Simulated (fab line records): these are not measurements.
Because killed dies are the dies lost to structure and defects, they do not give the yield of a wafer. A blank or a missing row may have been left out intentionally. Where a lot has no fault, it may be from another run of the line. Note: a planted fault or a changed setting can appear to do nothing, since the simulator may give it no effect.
Split-lot study | flow sky130 | 23 wafers read from 5 lots, route of 708 steps

## ON THE SPLIT
At SKY_POLY_GATE_CVD_03 (deposits Si3N4 from DCS/NH3, target thk 75 nm, time 1290 s), the setting pressure-mtorr was moved away from the recipe's 250 mTorr on 20 of the 23 wafers read, by -13.0% to +7.3%. This setting was run at the recipe's value on the other wafers.

The reading is taken at the split's own step.

## THE READING
Si3N4_of_POLY_GATE_CVD_03.thk-nm (the simulator's own value, which no gauge read), in nm, at SKY_POLY_GATE_CVD_03 (deposits Si3N4 from DCS/NH3, target thk 75 nm, time 1290 s). The file does not state a usual value for it. Average 76.36 nm, standard deviation 0.32 nm, over the 3 wafers here run with the recipe.

wafer  | tool, chamber at the split | pressure-mtorr as run, mTorr | against the recipe | Si3N4_of_POLY_GATE_CVD_03.thk-nm, nm | against lot-mates on the recipe
L074.1 | -, -                       | 268.2                        | +7.3%              | 76.42                                | no lot-mate on the recipe
L074.2 | -, -                       | 268.2                        | +7.3%              | 76.58                                | no lot-mate on the recipe
L074.4 | -, -                       | 268.2                        | +7.3%              | 76.58                                | no lot-mate on the recipe
L074.3 | -, -                       | 268.2                        | +7.3%              | 76.66                                | no lot-mate on the recipe
L074.6 | -, -                       | 268.2                        | +7.3%              | 76.26                                | no lot-mate on the recipe
L078.1 | -, -                       | 266.3                        | +6.5%              | 75.74                                | no lot-mate on the recipe
L078.2 | -, -                       | 266.3                        | +6.5%              | 75.76                                | no lot-mate on the recipe
L078.4 | -, -                       | 266.3                        | +6.5%              | 75.7                                 | no lot-mate on the recipe
L078.5 | -, -                       | 266.3                        | +6.5%              | 75.93                                | no lot-mate on the recipe
L078.6 | -, -                       | 266.3                        | +6.5%              | 75.83                                | no lot-mate on the recipe
L081.2 | lpcvd-02, 1                | 250                          | recipe             | 76.06                                | -
L081.3 | lpcvd-02, 1                | 250                          | recipe             | 76.21                                | -
L081.6 | lpcvd-02, 1                | 250                          | recipe             | 76.81                                | -
L083.1 | -, -                       | 229                          | -8.4%              | 73.33                                | no lot-mate on the recipe
L083.2 | -, -                       | 229                          | -8.4%              | 73.45                                | no lot-mate on the recipe
L083.4 | -, -                       | 229                          | -8.4%              | 73.05                                | no lot-mate on the recipe
L083.5 | -, -                       | 229                          | -8.4%              | 73.31                                | no lot-mate on the recipe
L083.6 | -, -                       | 229                          | -8.4%              | 73.61                                | no lot-mate on the recipe
L085.1 | -, -                       | 217.5                        | -13.0%             | 71.12                                | no lot-mate on the recipe
L085.2 | -, -                       | 217.5                        | -13.0%             | 71.08                                | no lot-mate on the recipe
L085.4 | -, -                       | 217.5                        | -13.0%             | 71.08                                | no lot-mate on the recipe
L085.3 | -, -                       | 217.5                        | -13.0%             | 71.05                                | no lot-mate on the recipe
L085.6 | -, -                       | 217.5                        | -13.0%             | 71.02                                | no lot-mate on the recipe

FIT RESULTS
A straight line over all 23 wafers: Si3N4_of_POLY_GATE_CVD_03.thk-nm changes by +0.239 nm for each +1% of pressure-mtorr; r = +0.94; the points scatter about the line by 0.79 nm.
Too few moved wafers with a lot-mate on the recipe to fit a line net of each lot's own level.

## FILE'S OWN FIT
Si3N4_of_POLY_GATE_CVD_03.thk-nm changes by +0.239 nm for each +1% of pressure-mtorr, r = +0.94.
